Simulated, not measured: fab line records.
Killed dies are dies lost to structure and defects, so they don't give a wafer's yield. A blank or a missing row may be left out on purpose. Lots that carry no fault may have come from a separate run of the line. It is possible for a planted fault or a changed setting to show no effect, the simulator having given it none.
Matching of chambers ; flow gf180mcu ; GF_POLY_GATE_ETCH_13 on rie si-01: 4 sister chambers
The step etches poly-Si in HBr/Cl2, stops on SiO2, target depth 198.5 nm, time 69.6 s. 8 wafers are shown with their chamber, then 7 later ones without.

## WAFERS, EACH WITH ITS CHAMBER
wafer;chamber;drypump motor current A (A);rf fwd power W (W)
L665.6;1;6.6;399.0
L668.1;3;6.1;393.0
L668.2;2;5.6;395.7
L673.1;0;5.6;396.4
L673.3;3;6.2;394.9
L673.5;1;6.6;396.6
L676.3;0;5.6;396.5
L676.4;2;5.6;397.5

## WAFERS WITH NO CHAMBER GIVEN
wafer;drypump motor current A (A);rf fwd power W (W)
L676.6;5.6;395.4
L687.2;5.6;397.1
L687.4;6.6;398.8
L687.6;5.6;396.1
L688.2;5.6;395.4
L688.5;5.6;397.5
L688.6;6.2;393.7

## WHICH CHAMBER EACH WENT THROUGH
wafer;from the rows above;in truth
L676.6;can't be placed: 0 or 2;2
L687.2;can't be placed: 2 or 0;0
L687.4;1;1
L687.6;can't be placed: 0 or 2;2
L688.2;can't be placed: 0 or 2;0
L688.5;can't be placed: 2 or 0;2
L688.6;3;3
Placed correctly: 2 of 7. These rows do not allow placing 5 (true chamber among the candidates in 5). Wrongly placed: 0.
How it was worked out, from the rows above alone: a wafer's distance from a chamber is the root of the sum, over the readings, of the square of ((its reading less the chamber's mean) divided by the reading's scatter). The wafer belongs to the nearest chamber; if the next one is less than 2 further off, it can't be placed. For every chamber, the mean is computed from those of its wafers that are shown. The scatter is the square root of a quotient: the sum, over the shown wafers, of each reading's squared deviation from its chamber's mean, divided by wafers minus chambers.
